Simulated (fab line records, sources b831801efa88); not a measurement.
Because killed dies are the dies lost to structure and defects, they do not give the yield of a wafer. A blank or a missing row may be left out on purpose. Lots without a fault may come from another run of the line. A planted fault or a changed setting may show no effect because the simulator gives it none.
2 desks looking at one fault ; flow sky130 ; numbers are kept per desk, each desk with only its own; the story behind them comes last

DESK OF THE TOOL OWNER: plasma asher-03
The tool's own readings at SKY_LDD_N_STRIP_16 (strips in O2/N2): means of the sampled wafers that have a number, for each lot that ran on this tool. Any lot whose mean is over 4 standard deviations away from the usual mean is out of limits and marked OUT; that distance is given in the brackets.
Columns: A = chamber pressure mTorr at SKY_LDD_N_STRIP_16, usual 1500.2 mTorr; B = drypump motor current A at SKY_LDD_N_STRIP_16, usual 5.8 A; C = oes product au at SKY_LDD_N_STRIP_16, usual 0.406 a.u.; D = strip time to endpoint s at SKY_LDD_N_STRIP_16, usual 4.312 s
lot;first seen here;A;B;C;D
L520;day 18 00:44;1501.0;5.4;0.410;4.322
L527;day 21 00:53;1501.2;5.2;0.411;4.308
L530;day 22 02:53;1515.6 (+10) OUT;5.2;0.589 (+43) OUT;-
This desk finds L530 out of limits, L530 being first, at day 22 02:53 (chamber pressure mTorr at SKY_LDD_N_STRIP_16). L520, L527: within limits.

FROM THE METROLOGY DESK
What the gauges read for every lot (on any tool): the sampled wafers with a number, averaged. Any lot whose mean is over 4 standard deviations away from the usual mean is out of limits and marked OUT; that distance is given in the brackets.
Columns: A = DNWELL_TW at SKY_DNWELL_TW_MEAS_09, usual 1124; B = LDD_P_TW at SKY_LDD_P_TW_MEAS_11, usual 639
lot;first seen here;A;B
L519;day 3 04:27;1128;636
L520;day 3 07:59;1118;641
L523;day 4 02:25;1131;639
L524;day 4 09:47;1139;636
L527;day 4 21:08;1109;638
L530;day 5 18:13;1120;30 (-99 or more) OUT
L531;day 5 23:29;1116;636
L539;day 7 16:41;1131;638
L540;day 7 22:48;1119;641
L541;day 8 04:20;1116;643
This desk's result: L530 out of limits, first on L530 (LDD_P_TW at SKY_LDD_P_TW_MEAS_11), day 23 08:57. L519, L520, L523, L524, L527, L531, L539, L540, L541: within limits.

TAKEN TOGETHER
At day 22 02:53, on L530, the tool owner's desk was in a position to raise an alarm.
Metrology desk: alarm possible at day 23 08:57 on L530.
The lots listed all ran SKY_LDD_N_STRIP_16 on plasma asher-03.

WHAT WAS PUT IN BY THE SIMULATOR
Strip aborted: plasma asher-03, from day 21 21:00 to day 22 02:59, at SKY_LDD_N_STRIP_16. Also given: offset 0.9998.
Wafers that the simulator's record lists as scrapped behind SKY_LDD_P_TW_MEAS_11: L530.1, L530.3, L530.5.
Lots struck among those shown: L530.
Delay (hours) between the fault's onset and each desk's first out-of-limits reading: 6 at the tool owner's desk, 36 at the metrology desk.
